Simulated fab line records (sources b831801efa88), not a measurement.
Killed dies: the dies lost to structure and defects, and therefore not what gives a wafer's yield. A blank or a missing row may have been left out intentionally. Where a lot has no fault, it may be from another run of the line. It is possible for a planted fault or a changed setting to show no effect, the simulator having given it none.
Which tool did it? -- flow sky130 -- Sampling: 15 lots, 45 wafers, 7 of 708 route steps

WHAT THE GAUGES SHOWED, per wafer
SKY_DNWELL_TW_MEAS_09.
lot,measured,on,DNWELL_TW
L949,day 3 08:31,film-metro-01,1102 1102 1101
L950,day 3 12:29,film-metro-01,1105 1114 1109
L951,day 3 17:17,film-metro-01,1096 1097 1100
L952,day 3 23:34,film-metro-01,1106 1104 1106
L956,day 5 01:00,film-metro-03,1093 1092 1104
L959,day 5 14:38,film-metro-03,1104 1104 1100
L960,day 5 22:19,film-metro-03,1098 1099 1103
L961,day 6 02:39,film-metro-01,1115 1105 1117
L962,day 6 06:39,film-metro-01,1114 1113 1115
L965,day 6 21:21,film-metro-01,1112 1119 1118
L966,day 7 03:26,film-metro-01,1110 1112 1107
L967,day 7 09:24,film-metro-01,1112 1113 1111
L969,day 7 19:30,film-metro-01,1110 1103 1109
L970,day 8 03:16,film-metro-01,1106 1111 1111
L971,day 8 05:40,film-metro-01,1109 1115 1104

SKY_VT_ADJUST_LVTN_OVL_MEAS_07.
lot,measured,on,VT_ADJUST_LVTN_OVL (nm)
L949,day 7 13:50,overlay-01,-0.7 -0.1 0.1
L950,day 7 19:25,overlay-01,-0.7 -1.6 -0.1
L951,day 7 23:35,overlay-01,-0.6 0.5 1.0
L952,day 8 10:00,overlay-02,-1.0 -1.5 1.2
L956,day 9 16:38,overlay-01,-1.3 -2.0 -1.0
L959,day 10 08:02,overlay-01,1.6 0.4 0.9
L960,day 10 17:24,overlay-02,- - -
L961,day 10 21:34,overlay-02,- - -
L962,day 11 00:41,overlay-01,- - -
L965,day 11 16:59,overlay-02,-2.3 -0.3 -3.1
L966,day 11 23:23,overlay-02,1.8 1.2 2.8
L967,day 12 03:45,overlay-02,-1.4 -0.4 0.2
L969,day 12 15:27,overlay-02,-4.3 -0.7 -2.9
L970,day 12 23:39,overlay-02,0.3 0.5 0.2
L971,day 13 01:13,overlay-02,-1.0 -0.7 -1.2

SKY_VT_ADJUST_LVTN_TW_MEAS_10.
lot,measured,on,VT_ADJUST_LVTN_TW
L949,day 7 14:14,film-metro-02,237.6 237.6 238.0
L950,day 7 19:42,film-metro-01,240.6 240.1 240.2
L951,day 7 23:55,film-metro-01,239.0 240.8 239.8
L952,day 8 10:18,film-metro-04,240.3 239.7 240.9
L956,day 9 16:56,film-metro-01,239.0 240.7 239.3
L959,day 10 08:19,film-metro-04,243.0 241.8 241.6
L960,day 10 17:42,film-metro-04,242.1 240.8 240.3
L961,day 10 21:52,film-metro-01,239.6 239.2 239.3
L962,day 11 00:59,film-metro-04,241.5 242.4 241.7
L965,day 11 17:17,film-metro-02,236.5 236.8 236.2
L966,day 11 23:41,film-metro-02,236.3 237.5 238.4
L967,day 12 04:02,film-metro-02,238.3 238.8 237.7
L969,day 12 15:44,film-metro-04,241.1 239.1 239.9
L970,day 12 23:57,film-metro-02,237.8 236.9 237.0
L971,day 13 01:30,film-metro-04,242.8 243.3 242.8

SKY_VT_ADJUST_LVTN_TW_MEAS_21.
lot,measured,on,VT_ADJUST_LVTN_2_TW
L949,day 8 13:05,film-metro-01,186.3 186.6 186.5
L950,day 8 19:30,film-metro-01,186.6 186.6 185.8
L951,day 8 23:11,film-metro-02,186.3 186.3 186.9
L952,day 9 10:03,film-metro-02,185.0 184.7 184.7
L956,day 10 16:02,film-metro-04,188.1 189.6 188.3
L959,day 11 05:52,film-metro-02,184.5 185.2 185.2
L960,day 11 15:24,film-metro-02,261.7 262.8 262.2
L961,day 11 20:34,film-metro-04,268.3 266.8 267.1
L962,day 11 23:53,film-metro-04,267.4 265.6 267.2
L965,day 12 16:46,film-metro-04,186.4 187.6 186.3
L966,day 12 23:35,film-metro-01,186.9 186.7 187.1
L967,day 13 03:07,film-metro-04,189.7 189.5 189.3
L969,day 13 15:11,film-metro-04,189.6 189.6 189.6
L970,day 14 00:21,film-metro-01,187.4 188.6 187.2
L971,day 14 02:01,film-metro-02,184.9 184.0 184.8

SKY_VT_ADJUST_NCORE_TW_MEAS_11.
lot,measured,on,VT_ADJUST_NCORE_TW
L949,day 9 12:48,film-metro-03,218.6 217.2 218.8
L950,day 9 19:24,film-metro-02,215.0 215.8 213.3
L951,day 9 23:30,film-metro-02,215.0 215.6 214.4
L952,day 10 09:07,film-metro-01,217.6 217.3 217.2
L956,day 11 14:33,film-metro-03,216.2 216.7 217.8
L959,day 12 04:53,film-metro-02,215.1 214.9 216.5
L960,day 12 14:40,film-metro-01,280.6 279.1 281.7
L961,day 12 19:26,film-metro-03,278.8 279.6 279.6
L962,day 12 23:25,film-metro-02,277.3 277.4 277.4
L965,day 13 17:09,film-metro-01,219.7 219.6 219.3
L966,day 14 00:12,film-metro-02,214.1 214.5 213.9
L967,day 14 03:46,film-metro-02,214.5 213.8 214.1
L969,day 14 16:31,film-metro-02,213.7 214.0 215.5
L970,day 15 02:04,film-metro-03,217.0 215.4 216.2
L971,day 15 03:45,film-metro-01,218.9 219.7 217.9

EACH LOT AND THE TOOL THAT RAN IT (in order: tool; ch and the chambers of the sampled wafers; start)
lot,SKY_DNWELL_STRIP_08,SKY_VT_ADJUST_LVTN_COAT_02
L949,"plasma-asher-02 ch 0,1, day 3 08:25","litho-track-03 ch 0, day 7 02:29"
L950,"plasma-asher-03 ch 0,1, day 3 12:23","litho-track-02 ch 0, day 7 08:49"
L951,"plasma-asher-03 ch 0,1, day 3 17:10","litho-track-01 ch 0, day 7 12:31"
L952,"plasma-asher-01 ch 0,1, day 3 23:28","litho-track-02 ch 0, day 7 21:37"
L956,"plasma-asher-03 ch 0,1, day 5 00:35","litho-track-02 ch 0, day 9 04:22"
L959,"plasma-asher-02 ch 0,1, day 5 14:32","litho-track-02 ch 0, day 9 20:19"
L960,"plasma-asher-01 ch 0,1, day 5 22:13","litho-track-02, day 10 05:28"
L961,"plasma-asher-02 ch 0,1, day 6 02:33","litho-track-02, day 10 10:02"
L962,"plasma-asher-02 ch 0,1, day 6 06:32","litho-track-03, day 10 13:37"
L965,"plasma-asher-01 ch 0,1, day 6 21:14","litho-track-01 ch 0, day 11 04:58"
L966,"plasma-asher-03 ch 0,1, day 7 03:20","litho-track-02 ch 0, day 11 11:37"
L967,"plasma-asher-01 ch 0,1, day 7 09:17","litho-track-01 ch 0, day 11 16:19"
L969,"plasma-asher-01 ch 1, day 7 19:23","litho-track-02 ch 0, day 12 03:08"
L970,"plasma-asher-02 ch 0,1, day 8 03:10","litho-track-03 ch 0, day 12 11:17"
L971,"plasma-asher-03 ch 0,1, day 8 05:34","litho-track-02 ch 0, day 12 13:34"
- SKY_DNWELL_STRIP_08: strips in O2/N2.
- SKY_VT_ADJUST_LVTN_COAT_02: resist thk 3000 nm.

AS READ BY THE TOOLS THEMSELVES (means over the sampled wafers that have a number; for cases with no such wafer, the mark the record gives instead)
SKY_DNWELL_STRIP_08.
lot,tool,drypump-motor-current-A (A),o2-flow-sccm (sccm),oes-product-au (a.u.),strip-time-to-endpoint-s (s)
L949,plasma-asher-02,5.78,3007,0.717,37.01
L950,plasma-asher-03,5.29,2999,0.718,37.09
L951,plasma-asher-03,5.31,2990,0.722,36.92
L952,plasma-asher-01,5.16,3005,0.717,36.91
L956,plasma-asher-03,5.29,2994,0.722,36.96
L959,plasma-asher-02,5.87,2998,0.725,37.05
L960,plasma-asher-01,5.17,3004,0.726,37.00
L961,plasma-asher-02,5.85,3006,0.723,36.88
L962,plasma-asher-02,5.88,3009,0.722,36.82
L965,plasma-asher-01,5.23,3008,0.722,36.97
L966,plasma-asher-03,5.29,3001,0.721,37.07
L967,plasma-asher-01,5.24,3002,0.725,36.93
L969,plasma-asher-01,5.31,2998,0.720,36.92
L970,plasma-asher-02,5.78,2999,0.721,37.15
L971,plasma-asher-03,5.29,2996,0.722,36.93

SKY_VT_ADJUST_LVTN_COAT_02.
lot,tool,chill-plate-temp-C (C),dispense-pressure-kPa (kPa),resist-line-temp-C (C)
L949,litho-track-03,22.84,48,23.08
L950,litho-track-02,23.04,48,22.90
L951,litho-track-01,23.00,41,22.91
L952,litho-track-02,22.94,48,22.86
L956,litho-track-02,22.89,48,23.13
L959,litho-track-02,22.93,48,22.93
L960,litho-track-02,-,-,-
L961,litho-track-02,-,-,-
L962,litho-track-03,-,-,-
L965,litho-track-01,22.81,41,22.96
L966,litho-track-02,23.07,48,23.09
L967,litho-track-01,22.99,41,23.03
L969,litho-track-02,23.07,48,22.99
L970,litho-track-03,22.91,48,22.98
L971,litho-track-02,23.15,48,22.92

THE ANSWER, worked out from the rows above alone
Rule: the lots themselves supply what counts as usual. Put in order of their means at a reading, lots are off if they are a third of the lots or fewer, leave a main group of 4 or more, and stand apart from it by a gap of 3 or more times the standard deviation of the main group's means; of several such gaps the widest counts. A main group whose means are all the same, to the digits that the tables above print for the reading, isn't used. A lot without any number at a reading at which 4 lots or more have one is off too. All remaining lots with rows at the step are treated as sound. Order of review: gauges by route order, followed by the tools' own readings, for which a lot's mean as printed above is used. At the first step where some lot is off, the reading lying furthest off is the one used; lots without a number count as furthest.
Off: L960, L961, L962, seen at SKY_VT_ADJUST_LVTN_OVL_MEAS_07 (VT_ADJUST_LVTN_OVL). Without a number there: L960, L961, L962. The main group: mean -0.5 nm, standard deviation 1.2.
If a tool, at a process step before that reading, ran all the lots that are off and no sound lot after the first of them, it fits. Not tried: the gauges at SKY_VT_ADJUST_LVTN_OVL_MEAS_07; whatever is off there is also off at SKY_VT_ADJUST_LVTN_TW_MEAS_21, on other tools, and gauge error can't account for it. Not one of the candidates tried fits.

WHAT HAD BEEN PUT IN BY THE SIMULATOR
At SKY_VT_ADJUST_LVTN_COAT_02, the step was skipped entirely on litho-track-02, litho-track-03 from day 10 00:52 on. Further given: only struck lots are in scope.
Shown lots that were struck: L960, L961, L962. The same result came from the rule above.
